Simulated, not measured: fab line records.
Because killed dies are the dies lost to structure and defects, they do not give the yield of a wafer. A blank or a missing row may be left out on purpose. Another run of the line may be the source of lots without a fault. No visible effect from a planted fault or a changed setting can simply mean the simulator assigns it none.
Which of the tools did it? | flow gf180mcu | 21 wafers from 7 lots sampled at 3 of the route's 602 steps

WHAT EACH GAUGE READ, for each wafer
GF_M1_RS_MEAS_05: uses a four-point probe to measure.
lot  | measured     | on            | M1_ALCU_RS (ohm/sq)
L667 | day 16 23:22 | film_metro-04 | 0.0691 0.0701 0.0703
L671 | day 18 11:43 | film_metro-03 | 0.0697 0.0697 0.0701
L673 | day 19 12:07 | film_metro-04 | 0.0699 0.0702 0.0699
L675 | day 19 23:39 | film_metro-02 | 0.0697 0.0701 0.0703
L679 | day 21 11:15 | film_metro-04 | 0.0694 0.0696 0.0690
L682 | day 22 10:17 | film_metro-02 | 0.0696 0.0698 0.0700
L688 | day 24 11:09 | film_metro-04 | 0.0701 0.0695 0.0694

WHICH TOOL RAN EACH LOT (tool, then ch and the chambers of the sampled wafers, then the start)
lot  | GF_STI_WET_ETCH_26             | GF_PSD_RTA_13
L667 | wet_bench-04 ch 2, day 2 15:35 | rtp_anneal-02 ch 0, day 15 00:12
L671 | wet_bench-03 ch 1, day 3 11:56 | rtp_anneal-02 ch 0, day 16 10:16
L673 | wet_bench-04 ch 2, day 3 23:03 | rtp_anneal-01 ch 0, day 17 08:44
L675 | wet_bench-03 ch 0, day 4 06:55 | rtp_anneal-02 ch 0, day 17 21:05
L679 | wet_bench-01 ch 1, day 5 03:28 | rtp_anneal-01 ch 0, day 19 08:07
L682 | wet_bench-03 ch 3, day 5 19:17 | rtp_anneal-02 ch 0, day 20 07:30
L688 | wet_bench-01 ch 3, day 7 01:29 | rtp_anneal-02 ch 0, day 22 11:03
- GF_STI_WET_ETCH_26: etches SiO2 in dHF, target depth 94 nm, time 188 s.
- GF_PSD_RTA_13: time 20 s.

THE ANSWER, worked out from the rows above alone
Rule: what is usual is taken from the lots themselves. The widest of any qualifying gaps counts: lots, ordered by their means at a reading, are off when they make up no more than a third of the lots, leave a main group of 4 or more, and stand apart from it by 3 or more times the standard deviation of that group's means. If all means in a main group match to the digits the tables above print for the reading, that group is not used. A lot without any number at a reading at which 4 lots or more have one is off too. Where the step has rows for the other lots, those lots are counted as sound.
None of the lots is off at any reading shown; this tells nothing.

WHAT THE SIMULATOR HAD PUT IN
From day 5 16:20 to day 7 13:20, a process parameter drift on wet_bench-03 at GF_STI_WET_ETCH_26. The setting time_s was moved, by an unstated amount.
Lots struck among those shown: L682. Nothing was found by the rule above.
